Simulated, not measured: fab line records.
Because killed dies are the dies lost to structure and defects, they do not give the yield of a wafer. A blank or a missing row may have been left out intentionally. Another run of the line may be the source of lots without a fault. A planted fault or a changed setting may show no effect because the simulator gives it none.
fab line records | flow sky130
record lots=13 | wafers=39 | last_day=50
route steps=708 shown FIELD_ISO@17 VT_ADJUST_LVTN@104 VT_ADJUST_HVTR@135 POLY_GATE@205
lots that met no fault: from a run of the same line without faults
start_h: start of the lot's first displayed wafer, in hours after the record's first day | wait_h: how many hours have passed since the lot's step before this one | " unchanged from the row above | L1.1+2: a single row standing in for several wafers | - no value, or no start was given | * or withheld: withheld | < > ~ a bound
route shown NAME@n: NAME is a module with steps in the file, n the number in the route of the first one | usual: mean/standard deviation taken from wafers without a fault | same: alike in all rows | chamber/n: place in a boat | sites: readings site by site | _std_site: their standard deviation | _edge_site: mean of outer sites minus mean of inner sites | radius_mm: how far each site lies from the wafer's centre | mask NAME#n: copy n | behind: the tool/chamber that last shaped the wafer | hold: why the lot went on hold/how many hours it stayed there/how the hold came to an end | device: transistor that didn't switch, given as n, p or np | end of line: the same wafers' tests at the end of the route | a step given without rows: its recipe and nothing more | killed: not the wafer's yield, but the dies lost to structure and defects at the first sort | map: a wafer's dies, x killed, . not, _ none there
set.NAME: setting as actually run; set.NAME@STEP: the setting as run at that earlier step | model.NAME: the simulator's own value behind a step, which no gauge read
one table for each step of the route and one row for each wafer, over a sample of lots
services: the hour from which a tool's chamber was out of use, counted from the record's first day as start_h (under 0 if before that day), plus the number of hours and why
## steps
# step SKY_FIELD_ISO_STRIP_16
# recipe chemistry=O2/N2 | power_w=1400 | pressure_mtorr=1500 | platen_temp_c=withheld | o2_flow_sccm=3000 | n2_flow_sccm=300 | overash_fraction=0.5
# usual drypump_motor_current_A=5.69/0.25 | oes_product_au=0.378/0.0048 | strip_time_to_endpoint_s=3.55/0.038
lot.wafer | tool            | chamber | start_h | wait_h | drypump_motor_current_A | oes_product_au | rf_hours_counter_h | strip_time_to_endpoint_s
L308.2    | plasma_asher-03 | 0       | 31.47   | 0.0    | 5.85                    | 0.384          | 31                 | 3.53
L308.4    | "               | 0       | "       | "      | 5.79                    | 0.386          | -                  | 3.55
L308.5    | "               | 1       | "       | "      | 5.19                    | 0.375          | -                  | 3.55
L309.3    | plasma_asher-01 | 0       | 38.25   | 0.1    | 5.58                    | 0.374          | -                  | 3.57
L309.5    | "               | 1       | "       | "      | 5.73                    | 0.384          | -                  | 3.55
L309.6    | "               | 0       | "       | "      | 5.56                    | 0.381          | -                  | 3.61
L310.1    | plasma_asher-01 | 1       | 40.61   | 0.0    | 5.77                    | 0.371          | 35                 | 3.48
L310.3    | "               | 1       | "       | "      | 5.73                    | 0.376          | -                  | 3.57
L310.5    | "               | 0       | "       | "      | 5.55                    | 0.375          | -                  | 3.51
L311.1    | plasma_asher-03 | 1       | 45.69   | 0.0    | 5.21                    | 0.391          | 33                 | 3.51
L311.5    | "               | 1       | "       | "      | 5.19                    | 0.381          | -                  | 3.53
L311.6    | "               | 0       | "       | "      | 5.85                    | 0.379          | -                  | 3.56
L312.4    | plasma_asher-02 | 0       | 50.36   | 0.1    | 5.95                    | 0.371          | -                  | 3.57
L312.5    | "               | 1       | "       | "      | 5.76                    | 0.377          | -                  | 3.57
L312.6    | "               | 0       | "       | "      | 5.92                    | 0.383          | -                  | 3.55
L313.2    | plasma_asher-02 | 0       | 54.94   | 0.0    | 5.95                    | 0.377          | 24                 | 3.52
L313.5    | "               | 0       | "       | "      | 5.94                    | 0.380          | -                  | 3.58
L313.6    | "               | 1       | "       | "      | 5.75                    | 0.379          | -                  | 3.54
L314.2    | plasma_asher-02 | 0       | 61.16   | 0.0    | 5.96                    | 0.377          | 24                 | 3.53
L314.4    | "               | 0       | "       | "      | 5.93                    | 0.370          | -                  | 3.55
L314.5    | "               | 1       | "       | "      | 5.73                    | 0.386          | -                  | 3.58
L315.4    | plasma_asher-03 | 1       | 69.40   | 0.1    | 5.20                    | 0.384          | -                  | 3.58
L315.5    | "               | 1       | "       | "      | 5.22                    | 0.387          | -                  | 3.60
L315.6    | "               | 0       | "       | "      | 5.85                    | 0.378          | -                  | 3.56
L316.2    | plasma_asher-01 | 1       | 73.16   | 0.0    | 5.74                    | 0.379          | 39                 | 3.55
L316.4    | "               | 1       | "       | "      | 5.72                    | 0.372          | -                  | 3.60
L316.6    | "               | 1       | "       | "      | 5.72                    | 0.376          | -                  | 3.53
L317.1    | plasma_asher-03 | 1       | 78.04   | 0.0    | 5.20                    | 0.378          | 36                 | 3.59
L317.5    | "               | 1       | "       | "      | 5.20                    | 0.379          | -                  | 3.53
L317.6    | "               | 0       | "       | "      | 5.86                    | 0.377          | -                  | 3.57
L323.1    | plasma_asher-02 | 0       | 108.44  | 0.0    | 5.98                    | 0.380          | 29                 | 3.54
L323.2    | "               | 1       | "       | "      | 5.68                    | 0.377          | 29                 | 3.46
L323.3    | "               | 0       | "       | "      | 5.95                    | 0.377          | -                  | 3.46
L324.4    | plasma_asher-03 | 1       | 115.36  | 0.1    | 5.22                    | 0.384          | -                  | 3.53
L324.5    | "               | 1       | "       | "      | 5.19                    | 0.391          | -                  | 3.67
L324.6    | "               | 0       | "       | "      | 5.78                    | 0.376          | -                  | 3.59
L328.3    | plasma_asher-03 | 1       | 133.11  | 0.1    | 5.19                    | 0.377          | -                  | 3.55
L328.5    | "               | 0       | "       | "      | 5.83                    | 0.377          | -                  | 3.57
L328.6    | "               | 1       | "       | "      | 5.19                    | 0.376          | -                  | 3.58
# step SKY_VT_ADJUST_LVTN_OVL_MEAS_07
# usual VT_ADJUST_LVTN_OVL=-0.1/1.3
lot.wafer | tool       | chamber | start_h | wait_h | VT_ADJUST_LVTN_OVL[nm]
L308.2    | overlay-01 | -       | 150.57  | -      | -1.3
L308.4    | "          | -       | "       | "      | -0.9
L308.5    | "          | -       | "       | "      | -0.7
L309.3    | overlay-02 | -       | 162.13  | -      | 0.8
L309.5    | "          | -       | "       | "      | 0.6
L309.6    | "          | -       | "       | "      | -0.5
L310.1    | overlay-02 | -       | 166.72  | -      | 0.3
L310.3    | "          | -       | "       | "      | 0.4
L310.5    | "          | -       | "       | "      | 1.4
L311.1    | overlay-02 | -       | 174.92  | -      | -0.6
L311.5    | "          | -       | "       | "      | 0.1
L311.6    | "          | -       | "       | "      | -0.6
L312.4    | overlay-01 | -       | 179.69  | -      | -0.6
L312.5    | "          | -       | "       | "      | 0.0
L312.6    | "          | -       | "       | "      | 0.3
L313.2    | overlay-02 | -       | 182.87  | -      | 1.6
L313.5    | "          | -       | "       | "      | 0.6
L313.6    | "          | -       | "       | "      | 2.5
L314.2    | overlay-01 | -       | 189.71  | -      | 0.0
L314.4    | "          | -       | "       | "      | -0.8
L314.5    | "          | -       | "       | "      | -0.2
L315.4    | overlay-02 | -       | 199.78  | -      | -0.4
L315.5    | "          | -       | "       | "      | 0.6
L315.6    | "          | -       | "       | "      | 0.6
L316.2    | overlay-02 | -       | 204.12  | -      | 0.4
L316.4    | "          | -       | "       | "      | -1.4
L316.6    | "          | -       | "       | "      | 0.0
L317.1    | overlay-02 | -       | 210.42  | -      | -0.4
L317.5    | "          | -       | "       | "      | -0.2
L317.6    | "          | -       | "       | "      | -1.8
L323.1    | overlay-02 | -       | 248.57  | -      | 1.7
L323.2    | "          | -       | "       | "      | 0.4
L323.3    | "          | -       | "       | "      | 1.2
L324.4    | overlay-01 | -       | 255.23  | -      | -2.1
L324.5    | "          | -       | "       | "      | -0.1
L324.6    | "          | -       | "       | "      | -1.2
L328.3    | overlay-01 | -       | 277.92  | -      | -1.6
L328.5    | "          | -       | "       | "      | -1.6
L328.6    | "          | -       | "       | "      | -0.3
# step SKY_VT_ADJUST_HVTR_EXPOSE_04
# recipe mask_id=HVTRM | target_cd_nm=380 | na=0.6 | source_shape=conventional | sigma_outer=0.6 | dose_mj=150
lot.wafer  | tool             | chamber | start_h | wait_h | mask
L308.2+4+5 | iline_stepper-01 | 0       | 206.56  | -      | HVTRM#0
L309.3+5+6 | iline_stepper-01 | 0       | 218.96  | -      | HVTRM#0
L310.1+3+5 | iline_stepper-01 | 0       | 223.94  | -      | HVTRM#0
L311.1+5+6 | iline_stepper-02 | 0       | 233.57  | -      | HVTRM#0
L312.4+5+6 | iline_stepper-02 | 0       | 237.75  | -      | HVTRM#0
L313.2+5+6 | iline_stepper-01 | 0       | 241.16  | -      | HVTRM#0
L314.2+4+5 | iline_stepper-01 | 0       | 248.81  | -      | HVTRM#0
L315.4+5+6 | iline_stepper-01 | 0       | 259.65  | -      | HVTRM#0
L316.2+4+6 | iline_stepper-01 | 0       | 262.50  | -      | HVTRM#0
L317.1+5+6 | iline_stepper-01 | 0       | 270.77  | -      | HVTRM#0
L323.1+2+3 | iline_stepper-02 | 0       | 311.04  | -      | HVTRM#0
L324.4+5+6 | iline_stepper-02 | 0       | 318.97  | -      | HVTRM#0
L328.3+5+6 | iline_stepper-02 | 0       | 345.50  | -      | HVTRM#0
# step SKY_VT_ADJUST_HVTR_OVL_MEAS_08
# usual VT_ADJUST_HVTR_OVL=0.0/1.6
lot.wafer | tool       | chamber | start_h | wait_h | VT_ADJUST_HVTR_OVL[nm]
L308.2    | overlay-01 | -       | 217.72  | 0.1    | -2.1
L308.4    | "          | -       | "       | "      | -1.3
L308.5    | "          | -       | "       | "      | -1.0
L309.3    | overlay-02 | -       | 230.67  | 0.1    | 0.3
L309.5    | "          | -       | "       | "      | 1.6
L309.6    | "          | -       | "       | "      | 1.5
L310.1    | overlay-02 | -       | 235.54  | 0.1    | 0.6
L310.3    | "          | -       | "       | "      | -0.3
L310.5    | "          | -       | "       | "      | 1.2
L311.1    | overlay-02 | -       | 245.19  | 0.1    | 0.9
L311.5    | "          | -       | "       | "      | 0.6
L311.6    | "          | -       | "       | "      | 0.0
L312.4    | overlay-02 | -       | 249.35  | 0.1    | 2.6
L312.5    | "          | -       | "       | "      | 2.0
L312.6    | "          | -       | "       | "      | 3.1
L313.2    | overlay-01 | -       | 252.04  | 0.1    | -1.3
L313.5    | "          | -       | "       | "      | -1.3
L313.6    | "          | -       | "       | "      | -1.2
L314.2    | overlay-01 | -       | 260.32  | 0.1    | 118.3
L314.4    | "          | -       | "       | "      | 117.9
L314.5    | "          | -       | "       | "      | 117.9
L315.4    | overlay-01 | -       | 271.53  | 0.1    | 121.6
L315.5    | "          | -       | "       | "      | 119.4
L315.6    | "          | -       | "       | "      | 118.4
L316.2    | overlay-01 | -       | 274.67  | 0.1    | 117.2
L316.4    | "          | -       | "       | "      | 116.0
L316.6    | "          | -       | "       | "      | 117.5
L317.1    | overlay-01 | -       | 283.21  | 0.1    | 120.4
L317.5    | "          | -       | "       | "      | 119.1
L317.6    | "          | -       | "       | "      | 118.0
L323.1    | overlay-01 | -       | 324.79  | 0.1    | -0.8
L323.2    | "          | -       | "       | "      | -0.3
L323.3    | "          | -       | "       | "      | -2.1
L324.4    | overlay-01 | -       | 332.23  | 0.1    | 0.8
L324.5    | "          | -       | "       | "      | 0.4
L324.6    | "          | -       | "       | "      | -1.2
L328.3    | overlay-02 | -       | 359.00  | 0.1    | 0.0
L328.5    | "          | -       | "       | "      | 0.7
L328.6    | "          | -       | "       | "      | -0.2
# step SKY_POLY_GATE_THK_MEAS_01
# recipe reads=poly-Si_of_POLY_GATE_CVD_00
# usual POLY_GATE_CVD_00_THK=179.4/1.3
lot.wafer | tool          | chamber | start_h | wait_h | POLY_GATE_CVD_00_THK[nm]
L308.2    | film_metro-04 | -       | 331.18  | 0.0    | 177.5
L308.4    | "             | -       | "       | "      | 178.8
L308.5    | "             | -       | "       | "      | 179.1
L309.3    | film_metro-01 | -       | 341.73  | 0.0    | 180.7
L309.5    | "             | -       | "       | "      | 180.7
L309.6    | "             | -       | "       | "      | 180.4
L310.1    | film_metro-01 | -       | 347.99  | 0.0    | 179.4
L310.3    | "             | -       | "       | "      | 180.4
L310.5    | "             | -       | "       | "      | 178.3
L311.1    | film_metro-04 | -       | 360.34  | 0.0    | 180.5
L311.5    | "             | -       | "       | "      | 178.5
L311.6    | "             | -       | "       | "      | 178.2
L313.2    | film_metro-01 | -       | 367.45  | 0.0    | 180.6
L313.5    | "             | -       | "       | "      | 179.7
L313.6    | "             | -       | "       | "      | 179.1
L312.4    | film_metro-04 | -       | 367.47  | 0.0    | 180.5
L312.5    | "             | -       | "       | "      | 181.5
L312.6    | "             | -       | "       | "      | 181.1
L314.2    | film_metro-02 | -       | 377.54  | 0.0    | 180.7
L314.4    | "             | -       | "       | "      | 180.9
L314.5    | "             | -       | "       | "      | 179.3
L315.4    | film_metro-02 | -       | 394.78  | 0.0    | 178.6
L315.5    | "             | -       | "       | "      | 178.7
L315.6    | "             | -       | "       | "      | 177.7
L316.2    | film_metro-02 | -       | 396.85  | 0.0    | 179.1
L316.4    | "             | -       | "       | "      | 176.4
L316.6    | "             | -       | "       | "      | 178.4
L317.1    | film_metro-01 | -       | 403.92  | 0.0    | 181.2
L317.5    | "             | -       | "       | "      | 179.2
L317.6    | "             | -       | "       | "      | 180.9
L323.1    | film_metro-02 | -       | 460.48  | 0.0    | 177.7
L323.2    | "             | -       | "       | "      | 178.7
L323.3    | "             | -       | "       | "      | 177.3
L324.4    | film_metro-04 | -       | 462.04  | 0.0    | 178.9
L324.5    | "             | -       | "       | "      | 179.1
L324.6    | "             | -       | "       | "      | 179.4
L328.3    | film_metro-04 | -       | 492.32  | 0.0    | 178.0
L328.5    | "             | -       | "       | "      | 179.0
L328.6    | "             | -       | "       | "      | 177.9
## services
tool             | chamber | start_h | hours | kind
iline_stepper-02 | -       | 8.70    | 11.6  | repair
iline_stepper-01 | -       | 41.93   | 1.9   | repair
iline_stepper-01 | -       | 42.09   | 2.0   | repair
iline_stepper-02 | -       | 85.67   | 1.7   | pm
plasma_asher-03  | -       | 87.52   | 2.8   | pm
plasma_asher-02  | -       | 107.91  | 0.4   | repair
iline_stepper-02 | -       | 117.75  | 6.9   | repair
iline_stepper-01 | -       | 140.03  | 4.4   | pm
plasma_asher-01  | -       | 141.17  | 2.5   | repair
plasma_asher-02  | -       | 148.19  | 15.6  | pm
iline_stepper-01 | -       | 177.51  | 1.7   | pm
iline_stepper-02 | -       | 202.26  | 4.4   | pm
plasma_asher-01  | -       | 234.57  | 3.1   | repair
plasma_asher-03  | -       | 235.27  | 34.7  | repair
iline_stepper-01 | -       | 274.31  | 18.7  | repair
iline_stepper-02 | -       | 303.85  | 1.7   | pm
iline_stepper-01 | -       | 334.18  | 10.3  | repair
iline_stepper-02 | -       | 334.81  | 7.8   | repair
## key
first_sign step=SKY_VT_ADJUST_HVTR_OVL_MEAS_08 | reading=VT_ADJUST_HVTR_OVL | direction=up | sigmas=76 | usual=0.0 | struck=118.5
effect none on later readings
met_at SKY_VT_ADJUST_HVTR_EXPOSE_04
struck_lots L314,L315,L316,L317
tester_left_out L314,L315,L316,L317
not_acting_at SKY_FIELD_ISO_STRIP_16,SKY_VT_ADJUST_LVTN_OVL_MEAS_07,SKY_POLY_GATE_THK_MEAS_01
onset_between 241.16 248.81
fault kind=scanner_matching_overlay | tool=iline_stepper-01 | chamber=- | onset_h=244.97 | steps=SKY_VT_ADJUST_HVTR_EXPOSE_04 | offset=119.39
# tester_left_out: of these lots the tester's yield and bins aren't shown, on N5 and GAA mostly nor the transistor test; their killed dies are dies lost to structure and defects alone, not to doping, threshold or leakage, so they don't give the yield
